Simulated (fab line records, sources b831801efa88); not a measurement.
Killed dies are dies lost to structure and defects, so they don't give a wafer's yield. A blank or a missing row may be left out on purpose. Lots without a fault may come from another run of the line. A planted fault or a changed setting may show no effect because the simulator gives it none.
Which tool did it? | flow gf180mcu | 13 lots, 39 wafers sampled, at 3 steps of a route of 602

WHAT THE GAUGES READ, wafer by wafer
GF_STI_THK_MEAS_22. Usual: STI_OXIDATION_01_THK 14.93 nm, standard deviation 0.3.
lot  | measured    | on            | STI_OXIDATION_01_THK (nm) | flag
L884 | day 2 05:23 | film_metro-01 | 14.96 14.51 14.83         |
L885 | day 2 13:44 | film_metro-03 | 15.51 15.61 15.35         |
L887 | day 2 19:58 | film_metro-03 | 15.08 14.77 15.09         |
L888 | day 3 02:32 | film_metro-01 | 15.49 15.12 15.05         |
L890 | day 3 11:20 | film_metro-03 | 14.91 14.93 14.88         |
L893 | day 4 01:37 | film_metro-01 | 14.14 14.32 14.34         |
L898 | day 5 06:12 | film_metro-04 | 14.83 14.64 15.07         |
L899 | day 5 09:20 | film_metro-04 | 14.65 14.93 15.00         |
L902 | day 6 02:56 | film_metro-03 | 14.66 14.64 14.61         |
L903 | day 6 07:51 | film_metro-01 | 14.90 14.73 14.92         |
L905 | day 6 15:38 | film_metro-03 | 14.84 15.06 15.00         |
L906 | day 7 00:31 | film_metro-04 | 15.40 15.14 15.52         |
L907 | day 7 02:16 | film_metro-04 | 14.99 14.97 14.93         |

GF_MVSD_TW_MEAS_11. Usual: MVSD_TW 1579, standard deviation 19.
lot  | measured     | on            | MVSD_TW        | flag
L884 | day 4 16:49  | film_metro-01 | 1609 1604 1602 |
L885 | day 4 23:48  | film_metro-02 | 1571 1566 1553 |
L887 | day 5 04:34  | film_metro-04 | 1580 1587 1582 |
L888 | day 5 12:55  | film_metro-01 | 1605 1604 1603 |
L890 | day 5 20:40  | film_metro-01 | 1597 1609 1597 |
L893 | day 6 13:00  | film_metro-02 | 1553 1554 1554 |
L898 | day 7 23:31  | film_metro-02 | 1555 1564 1555 |
L899 | day 8 04:25  | film_metro-04 | 1565 1572 1578 |
L902 | day 8 22:30  | film_metro-02 | 1565 1559 1568 |
L903 | day 9 04:57  | film_metro-04 | 1565 1568 1568 |
L905 | day 9 11:58  | film_metro-02 | 1573 1570 1574 |
L906 | day 9 23:51  | film_metro-02 | 1572 1553 1555 |
L907 | day 10 01:10 | film_metro-01 | 1596 1603 1604 |

WHICH TOOL RAN EACH LOT (tool, then ch and the chambers of the sampled wafers, then the start)
lot  | GF_NWELL_STRIP_10
L884 | plasma_asher-02 ch 0,1, day 3 12:42
L885 | plasma_asher-02 ch 0,1, day 3 19:58
L887 | plasma_asher-02 ch 0,1, day 4 00:19
L888 | plasma_asher-02 ch 0, day 4 08:28
L890 | plasma_asher-02 ch 0,1, day 4 16:09
L893 | plasma_asher-02 ch 0,1, day 5 07:12
L898 | plasma_asher-01 ch 0,1, day 6 15:49
L899 | plasma_asher-02 ch 0,1, day 6 19:51
L902 | plasma_asher-01 ch 0,1, day 7 13:27
L903 | plasma_asher-01 ch 0,1, day 7 19:27
L905 | plasma_asher-03 ch 0,1, day 8 01:07
L906 | plasma_asher-02 ch 0,1, day 8 12:28
L907 | plasma_asher-02 ch 0,1, day 8 13:54
- GF_NWELL_STRIP_10: strips in O2/N2.

WHAT THE TOOLS THEMSELVES READ (means of the sampled wafers that have a number; where no wafer has one, the mark that the record gives instead)
GF_NWELL_STRIP_10. Usual: drypump_motor_current_A 5.8 A, standard deviation 0.54; heater_power_w 323 W, standard deviation 21; oes_product_au 0.721 a.u., standard deviation 0.004; strip_time_to_endpoint_s 37.04 s, standard deviation 0.098.
lot  | tool            | drypump_motor_current_A (A) | heater_power_w (W) | oes_product_au (a.u.) | strip_time_to_endpoint_s (s) | flag
L884 | plasma_asher-02 | 5.9                         | 308                | 0.720                 | 37.15                        |
L885 | plasma_asher-02 | 5.9                         | 303                | 0.724                 | 36.99                        |
L887 | plasma_asher-02 | 6.1                         | 309                | 0.721                 | 37.03                        |
L888 | plasma_asher-02 | 5.6                         | 302                | 0.721                 | 37.01                        |
L890 | plasma_asher-02 | 6.2                         | 309                | 0.723                 | 36.91                        |
L893 | plasma_asher-02 | 5.9                         | 302                | 0.718                 | 36.82                        |
L898 | plasma_asher-01 | 5.6                         | 333                | 0.724                 | 37.10                        |
L899 | plasma_asher-02 | 5.9                         | 316                | 0.720                 | 37.09                        |
L902 | plasma_asher-01 | 5.6                         | 329                | 0.725                 | 37.08                        |
L903 | plasma_asher-01 | 6.2                         | 350                | 0.720                 | 36.95                        |
L905 | plasma_asher-03 | 5.6                         | 333                | 0.722                 | 37.02                        |
L906 | plasma_asher-02 | 5.9                         | 312                | 0.719                 | 37.15                        |
L907 | plasma_asher-02 | 5.9                         | 311                | 0.719                 | 37.00                        |

THE ANSWER, worked out from the rows above alone
Rule: a lot is off if the mean of its wafers that have a number lies more than 3 standard deviations from the usual mean. A lot without any number at a reading at which 4 lots or more have one is off too. The other lots that the step has rows for count as sound. The gauges are gone through in route order, then the tools' own readings, and for those a lot's mean is taken as printed above. The first step at which some lot is off is used, and at that step the reading that is off furthest; a lot without a number counts as furthest.
No lot is off at any reading shown: from this, nothing can be told.

WHAT THE SIMULATOR HAD PUT IN
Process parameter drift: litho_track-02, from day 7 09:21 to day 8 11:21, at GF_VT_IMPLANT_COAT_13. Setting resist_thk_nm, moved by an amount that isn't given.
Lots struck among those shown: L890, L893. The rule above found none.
